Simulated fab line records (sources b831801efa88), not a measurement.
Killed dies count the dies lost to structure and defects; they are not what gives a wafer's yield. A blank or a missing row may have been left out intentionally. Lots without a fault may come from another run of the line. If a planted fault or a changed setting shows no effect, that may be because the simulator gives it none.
Struck lot and sound lot, side by side + flow sky130 + 15 steps out of a route of 708
Sound: these wafers, L550.3, L550.4, L550.5. Struck: wafer L563.5. (L563.1, L563.3 of the same lot were not struck and are left out.) The cause comes at the end.
For every step that has rows: the tool of each side, followed by ch and its chambers, followed by its first start. Under that, the readings that differ: sound wafers + struck wafers + difference of the means + sigmas: that difference in standard deviations of wafers without a fault.
alike: readings whose means differ by less than 2 such deviations, and words and numbers that are the same on both sides. not compared: withheld readings, readings that some wafer has no value for, bounds like >300 that may hide the same value, and numbers for which the record gives no deviation and whose values overlap.
The two part at a step that has a row with sigmas, a row that says differs or no value, or rows on one side only. Numbers that have no deviation but don't overlap get no sigmas and don't part them. A reading that every wafer of one side lacks parts them only if that side has two wafers or more.

first, 9 steps without rows for these wafers: SKY_CAP2M_CLEAN_17 (cleans in O3/DIW); SKY_METAL4_DEHYDRATE_05 (time 60 s); SKY_METAL4_HMDS_06 (prime time 60 s); SKY_METAL4_COAT_07 (resist thk 60 nm); SKY_METAL4_COAT_08 (resist thk 1140 nm); SKY_METAL4_SOFTBAKE_09 (time 90 s); SKY_METAL4_EXPOSE_10 (exposes mask MM4, target cd 300 nm); SKY_METAL4_PEB_11; SKY_METAL4_DEVELOP_12 (develop time 60 s).
SKY_METAL4_CD_MEAS_13 targets a cd of 300 nm.
  sound: cd_sem-02 at day 42 04:44; struck: cd_sem-01 at day 46 03:14
  alike: cd_nm
SKY_METAL4_OVL_MEAS_14:
  sound: overlay-02 at day 42 04:49; struck: overlay-01 at day 46 03:21
  alike: METAL4_OVL
SKY_METAL4_DESCUM_15: chemistry O2, time 8 s.
  sound on rie_metal-04 ch 0,1, day 42 04:52; struck on rie_metal-03 ch 1, day 46 03:23
  alike: drypump_motor_current_A, oes_product_au
  not compared: rf_hours_counter_h
SKY_METAL4_ETCH_16: etches BARC in N2/H2, stops on SiO2, time 88.2 s, target depth 60 nm.
  sound on rie_metal-04 ch 0,1, day 42 04:55; struck on rie_metal-03 ch 1, day 46 03:25
| reading                                | sound             | struck | difference | sigmas |
|----------------------------------------|-------------------|--------|------------|--------|
| bias_w (W)                             | 99.87 99.27 99.87 | 108.25 | +8.58      | +30    |
| model.SiO2_of_CAP2M_CVD_00.thk_nm (nm) | 15.4 15.58 15.39  | 15.32  | -0.14      |        |
  alike: drypump_motor_current_A, h2_flow_sccm, oes_product_au, throttle_valve_pct
  not compared: rf_hours_counter_h
SKY_METAL4_ETCH_17: etches SiO2 in C4F8/O2/Ar, stops on TiN, time 3.9 s, target depth 15 nm.
  sound on rie_diel-02 ch 0,1,3, day 42 04:59; struck on rie_diel-04 ch 3, day 46 03:31
  alike: bias_w, oes_product_au
  not compared: rf_hours_counter_h
-- the record jumps here: 3 days lie between the struck wafers' starts before and after (it left off in module METAL4 and takes up again in module PAD_OPEN, whose first step shown is number 708 of the route) --
SKY_PAD_OPEN_PROBE_99:
  sound: prober-01 at day 46 02:30; struck: prober-01 at day 49 14:27
  alike: defect_limited_yield, killed_at_M0_to_M3, killed_at_M4_up, killed_at_contacts, killed_at_front_end, killed_at_other, killed_dies, killed_open, killed_short, sort_bin_3_pad_short, sort_bin_5_function, sort_bin_6_memory, sort_n_pass, sort_yield_pct

== WHERE THEY PART ==
Only at SKY_METAL4_ETCH_16, as far as this record shows. Later steps at which nothing parts them and some readings are alike: SKY_METAL4_ETCH_17, SKY_PAD_OPEN_PROBE_99.

WHY: the cause the simulator had injected
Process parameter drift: rie_metal-03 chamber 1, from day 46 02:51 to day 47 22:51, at SKY_METAL4_ETCH_16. Setting bias_w shifted by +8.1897 from 100. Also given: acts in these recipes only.
